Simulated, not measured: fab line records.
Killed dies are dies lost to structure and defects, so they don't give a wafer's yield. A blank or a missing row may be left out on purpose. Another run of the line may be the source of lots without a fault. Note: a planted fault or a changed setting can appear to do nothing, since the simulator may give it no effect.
Which tool was responsible?    flow gf180mcu    Sampling: 24 lots, 72 wafers, 3 of 602 route steps

WHAT THE GAUGES READ, wafer by wafer
GF_M3_THK_MEAS_06: measures by xrf. Usual: M3_ALCU_THK 453 nm, standard deviation 7.
lot   measured      on             M3_ALCU_THK (nm)  flag
L074  day 20 18:08  film metro-03  449 440 452       
L076  day 21 05:33  film metro-02  455 442 450       
L077  day 21 08:07  film metro-04  448 471 458       
L075  day 21 11:38  film metro-03  457 452 449       
L078  day 22 03:43  film metro-04  463 462 461       
L079  day 22 07:08  film metro-02  441 452 443       
L082  day 22 23:47  film metro-02  458 467 458       
L080  day 23 01:07  film metro-04  455 450 449       
L081  day 23 01:06  film metro-03  461 450 462       
L083  day 23 16:29  film metro-03  457 458 455       
L084  day 24 05:23  film metro-03  447 441 441       
L085  day 24 06:58  film metro-03  453 456 454       
L086  day 24 19:49  film metro-03  456 452 453       
L087  day 25 06:28  film metro-03  449 447 448       
L088  day 25 14:27  film metro-02  456 459 459       
L089  day 25 14:47  film metro-04  450 445 443       
L090  day 26 03:25  film metro-03  444 440 449       
L091  day 26 11:10  film metro-04  454 456 458       
L092  day 26 14:17  film metro-02  455 447 454       
L093  day 26 22:44  film metro-04  453 453 456       
L094  day 27 06:23  film metro-03  447 439 455       
L095  day 27 07:58  film metro-02  455 468 466       
L096  day 27 16:52  film metro-02  462 464 470       
L097  day 27 21:41  film metro-02  449 458 454       

TOOL THAT RAN EACH LOT (tool first, then ch and the chambers of the sampled wafers, then the start)
lot   GF_M1_SPUTTER_00              GF_M1_SPUTTER_01
L074  pvd sputter-03, day 16 12:11  pvd sputter-03, day 16 12:17
L076  pvd sputter-01, day 16 22:49  pvd sputter-01, day 16 22:55
L077  pvd sputter-01, day 17 02:31  pvd sputter-01, day 17 02:37
L075  pvd sputter-03, day 17 04:37  pvd sputter-03, day 17 04:43
L078  pvd sputter-03, day 17 21:40  pvd sputter-03, day 17 21:46
L079  pvd sputter-01, day 18 01:44  pvd sputter-01, day 18 01:50
L082  pvd sputter-03, day 18 15:33  pvd sputter-03, day 18 15:39
L080  pvd sputter-01, day 18 17:55  pvd sputter-01, day 18 18:01
L081  pvd sputter-01, day 18 19:02  pvd sputter-01, day 18 19:08
L083  pvd sputter-03, day 19 11:07  pvd sputter-03, day 19 11:13
L084  pvd sputter-04, day 20 01:29  pvd sputter-04, day 20 01:35
L085  pvd sputter-03, day 20 01:44  pvd sputter-03, day 20 01:50
L086  pvd sputter-04, day 20 17:37  pvd sputter-04, day 20 17:43
L087  pvd sputter-04, day 21 06:03  pvd sputter-04, day 21 06:09
L088  pvd sputter-01, day 21 15:32  pvd sputter-01, day 21 15:38
L089  pvd sputter-01, day 21 17:19  pvd sputter-01, day 21 17:25
L090  pvd sputter-01, day 22 05:39  pvd sputter-01, day 22 05:46
L091  pvd sputter-03, day 22 12:29  pvd sputter-03, day 22 12:35
L092  pvd sputter-03, day 22 17:04  pvd sputter-03, day 22 17:10
L093  pvd sputter-01, day 23 02:31  pvd sputter-01, day 23 02:37
L094  pvd sputter-01, day 23 11:55  pvd sputter-01, day 23 12:01
L095  pvd sputter-04, day 23 14:13  pvd sputter-04, day 23 14:19
L096  pvd sputter-01, day 23 22:01  pvd sputter-01, day 23 22:07
L097  pvd sputter-01, day 24 04:21  pvd sputter-01, day 24 04:27
- GF_M1_SPUTTER_00: material Ti, target thk 37.5 nm, time 150 s.
- GF_M1_SPUTTER_01: material TiN, target thk 30 nm, time 25 s.

WHAT THE TOOLS THEMSELVES READ (means of the sampled wafers that have a number; where no wafer has one, the mark that the record gives instead)
GF_M1_SPUTTER_00. Usual: chamber pressure pa 2.000 Pa, standard deviation 0.0039; throttle valve pct 30.3 %, standard deviation 1.1.
lot   tool            chamber pressure pa (Pa)  throttle valve pct (%)  flag
L074  pvd sputter-03  2.000                     31.1                    
L076  pvd sputter-01  1.999                     30.2                    
L077  pvd sputter-01  1.997                     30.9                    
L075  pvd sputter-03  2.002                     31.0                    
L078  pvd sputter-03  2.000                     30.4                    
L079  pvd sputter-01  2.002                     30.0                    
L082  pvd sputter-03  1.998                     30.8                    
L080  pvd sputter-01  2.002                     30.2                    
L081  pvd sputter-01  2.002                     29.9                    
L083  pvd sputter-03  1.999                     31.0                    
L084  pvd sputter-04  2.000                     28.7                    
L085  pvd sputter-03  2.004                     31.2                    
L086  pvd sputter-04  2.001                     28.9                    
L087  pvd sputter-04  2.002                     29.4                    
L088  pvd sputter-01  2.004                     30.2                    
L089  pvd sputter-01  1.997                     30.3                    
L090  pvd sputter-01  2.003                     30.0                    
L091  pvd sputter-03  1.995                     31.5                    
L092  pvd sputter-03  1.998                     30.8                    
L093  pvd sputter-01  1.998                     30.6                    
L094  pvd sputter-01  2.000                     30.0                    
L095  pvd sputter-04  2.001                     28.8                    
L096  pvd sputter-01  2.001                     30.7                    
L097  pvd sputter-01  2.000                     30.8                    

GF_M1_SPUTTER_01. Usual: chamber pressure pa 0.4000 Pa, standard deviation 0.00084; throttle valve pct 30.3 %, standard deviation 1.1.
lot   tool            chamber pressure pa (Pa)  throttle valve pct (%)  flag
L074  pvd sputter-03  0.4003                    31.1                    
L076  pvd sputter-01  0.4016                    30.1                    
L077  pvd sputter-01  0.4002                    30.9                    
L075  pvd sputter-03  0.4001                    30.9                    
L078  pvd sputter-03  0.4007                    30.6                    
L079  pvd sputter-01  0.3995                    30.2                    
L082  pvd sputter-03  0.3989                    30.7                    
L080  pvd sputter-01  0.3999                    30.1                    
L081  pvd sputter-01  0.3999                    30.0                    
L083  pvd sputter-03  0.4006                    31.0                    
L084  pvd sputter-04  0.3998                    28.7                    
L085  pvd sputter-03  0.4005                    31.1                    
L086  pvd sputter-04  0.4000                    28.7                    
L087  pvd sputter-04  0.4005                    29.5                    
L088  pvd sputter-01  0.3998                    30.2                    
L089  pvd sputter-01  0.4006                    30.1                    
L090  pvd sputter-01  0.4002                    29.9                    
L091  pvd sputter-03  0.4005                    31.4                    
L092  pvd sputter-03  0.4000                    30.8                    
L093  pvd sputter-01  0.3998                    30.6                    
L094  pvd sputter-01  0.4001                    29.9                    
L095  pvd sputter-04  0.4004                    28.8                    
L096  pvd sputter-01  0.3990                    30.8                    
L097  pvd sputter-01  0.3994                    30.7                    

THE ANSWER, worked out from the rows above alone
Rule: lot off if the mean of its wafers having a number is beyond 3 standard deviations from the usual mean. Also off: a lot with no number at a reading for which 4 or more lots have one. Where the step has rows for the other lots, those lots are counted as sound. Order of review: gauges by route order, followed by the tools' own readings, for which a lot's mean as printed above is used. The first step at which some lot is off is used, and at that step the reading that is off furthest; a lot without a number counts as furthest.
Across all readings shown, no lot is off: no conclusion can be drawn from this.

WHAT WAS PUT IN BY THE SIMULATOR
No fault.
